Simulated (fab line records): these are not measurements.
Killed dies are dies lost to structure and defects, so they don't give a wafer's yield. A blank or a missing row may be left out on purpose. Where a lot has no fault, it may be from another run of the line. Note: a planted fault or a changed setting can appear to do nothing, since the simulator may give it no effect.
The tool behind it: which one?	flow sky130	Sampling: 10 lots, 30 wafers, 3 of 708 route steps

== WHAT EACH GAUGE READ, for each wafer ==
SKY_METAL2_RS_MEAS_05: the measuring method here is four-point-probe.
lot	measured	on	METAL2_ALCU_RS (ohm/sq)
L202	day 34 20:47	film_metro-01	0.1251 0.1229 0.1265
L203	day 35 04:05	film_metro-04	0.1261 0.1273 0.1288
L204	day 35 21:25	film_metro-03	0.1289 0.1290 0.1298
L205	day 35 21:44	film_metro-01	0.1276 0.1251 0.1281
L206	day 36 08:45	film_metro-04	0.1283 0.1276 0.1296
L214	day 38 23:47	film_metro-03	0.1279 0.1268 0.1267
L219	day 40 03:17	film_metro-03	0.1245 0.1259 0.1262
L220	day 40 09:51	film_metro-04	0.1295 0.1296 0.1304
L222	day 41 03:29	film_metro-03	0.1275 0.1280 0.1269
L224	day 41 12:07	film_metro-03	0.1283 0.1246 0.1254

== EACH LOT AND THE TOOL THAT RAN IT (in order: tool; ch and the chambers of the sampled wafers; start) ==
lot	SKY_VIA1_CMP_24	SKY_METAL2_SPUTTER_03
L202	cmp-01 ch 1,2, day 34 20:20	pvd_sputter-04, day 34 20:43
L203	cmp-02 ch 0,1,3, day 35 03:42	pvd_sputter-04, day 35 04:01
L204	cmp-02 ch 0,2,3, day 35 21:04	pvd_sputter-02, day 35 21:20
L205	cmp-01 ch 0,1, day 35 21:16	pvd_sputter-04, day 35 21:38
L206	cmp-01 ch 1,2,3, day 36 08:19	pvd_sputter-04, day 36 08:41
L214	cmp-01 ch 1,2, day 38 23:23	pvd_sputter-04, day 38 23:42
L219	cmp-01 ch 1,2, day 40 02:54	pvd_sputter-04, day 40 03:14
L220	cmp-01 ch 2,3, day 40 09:24	pvd_sputter-04, day 40 09:43
L222	cmp-02 ch 0,2,3, day 41 03:08	pvd_sputter-04, day 41 03:25
L224	cmp-01 ch 0,2, day 41 11:40	pvd_sputter-02, day 41 12:02
- SKY_VIA1_CMP_24: polishes, stops on SiO2, t overpolish 15 s, target thk 0 nm.
- SKY_METAL2_SPUTTER_03: material Ti, target thk 5 nm, time 3.3 s.

== THE ANSWER, worked out from the rows above alone ==
Rule: the usual values come from the lots themselves. The widest of any qualifying gaps counts: lots, ordered by their means at a reading, are off when they make up no more than a third of the lots, leave a main group of 4 or more, and stand apart from it by 3 or more times the standard deviation of that group's means. Not used: any main group whose means are identical at the precision the tables above print for the reading. Also off: a lot with no number at a reading for which 4 or more lots have one. Any other lot the step has rows for is counted as sound.
No lot is off at any reading shown: from this, nothing can be told.

== WHAT HAD BEEN PUT IN BY THE SIMULATOR ==
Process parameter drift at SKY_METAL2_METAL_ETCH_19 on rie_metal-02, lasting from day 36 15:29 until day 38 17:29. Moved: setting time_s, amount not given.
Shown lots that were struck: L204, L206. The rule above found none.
